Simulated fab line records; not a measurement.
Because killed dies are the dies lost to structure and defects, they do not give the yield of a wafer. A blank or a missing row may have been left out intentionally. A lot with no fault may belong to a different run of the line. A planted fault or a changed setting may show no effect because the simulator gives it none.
Struck lot and sound lot, side by side -- flow gf180mcu -- 15 out of 602 route steps
Sound: the wafers L663.1, L663.4, L663.5. Struck: wafers L657.3, L657.4, L657.5. The cause comes at the end.
Per side, at each step with rows, come the tool, then ch with its chambers, and then its first start. Under that, the readings that differ: sound wafers -- struck wafers -- difference of the means -- sigmas: that difference in standard deviations of wafers without a fault.
alike: readings whose means differ by less than 2 such deviations, and words and numbers that are the same on both sides. not compared: withheld readings, readings that some wafer has no value for, bounds like >300 that may hide the same value, and numbers for which the record gives no deviation and whose values overlap.
Wherever a step has rows on one side only, a row that says differs or no value, or a row with sigmas, the two part there. Non-overlapping numbers with no deviation appear without sigmas and do not part them. A reading missing from all wafers of one side parts the sides only when that side holds two or more wafers.

first, 6 steps without rows for these wafers: GF_TOP_METAL_HMDS_08 (prime time 60 s); GF_TOP_METAL_COAT_09 (resist thk 1500 nm); GF_TOP_METAL_SOFTBAKE_10 (time 60 s); GF_TOP_METAL_EXPOSE_11 (exposes mask MetalTop, target cd 440 nm); GF_TOP_METAL_PEB_12; GF_TOP_METAL_DEVELOP_13 (develop time 60 s).
GF_TOP_METAL_CD_MEAS_14: the cd target is 440 nm.
  struck on cd sem-01, day 30 23:24; sound on cd sem-01, day 32 17:37
  alike: cd nm
GF_TOP_METAL_OVL_MEAS_15:
  struck on overlay-01, day 30 23:29; sound on overlay-02, day 32 17:44
  alike: TOP_METAL_OVL
GF_TOP_METAL_METAL_ETCH_16: etches the open film in Cl2/BCl3, stops on SiO2, target depth 1197 nm, time 199.5 s.
  sound on rie metal-03 ch 1, day 32 17:46; struck on rie metal-04 ch 0,1, day 30 23:35
  alike: drypump motor current A, oes product au, rf fwd power W, throttle valve pct
  not compared: rf hours counter h
GF_TOP_METAL_STRIP_17: strips in O2/N2.
  sound on plasma asher-04 ch 0,1, day 32 18:09; struck on plasma asher-02 ch 0,1, day 30 23:44
  alike: drypump motor current A, heater power w, oes product au, strip time to endpoint s
  not compared: rf hours counter h
then, 2 steps without rows for these wafers: GF_TOP_METAL_STRIP_18 (strips in post etch residue remover, time 1200 s); GF_TOP_METAL_CLEAN_19 (cleans in DIW).
GF_PASSIVATION_CVD_00: deposits SiO2 from TEOS, target thk 1000 nm, time 111.95 s.
  sound on pecvd-03 ch 0,1,2, day 32 18:41; struck on pecvd-02 ch 0,2, day 31 00:16
  no value came back on the struck wafers for heater power outer w (W), heater power w (W), rf fwd power W (W); on the sound wafers heater power outer w (W) reads 441 503 462
GF_PASSIVATION_CVD_02: deposits Si3N4, target thk 700 nm, time 486.18 s.
  sound on pecvd-04 ch 0,1,2, day 32 18:49; struck on pecvd-03 ch 0,2, day 31 00:25
  alike: heater power outer w, heater power w, rf fwd power W
GF_PASSIVATION_PROBE_99:
  the record has rows for the struck wafers here (prober-02, day 31 20:30) and none for the sound ones

## WHERE THEY PART
Earliest at GF_PASSIVATION_CVD_00; latest, in this record, at GF_PASSIVATION_PROBE_99.

WHY: the cause the simulator had injected
Step skipped in full: pecvd-02, at GF_PASSIVATION_CVD_00, from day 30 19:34 onward. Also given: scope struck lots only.
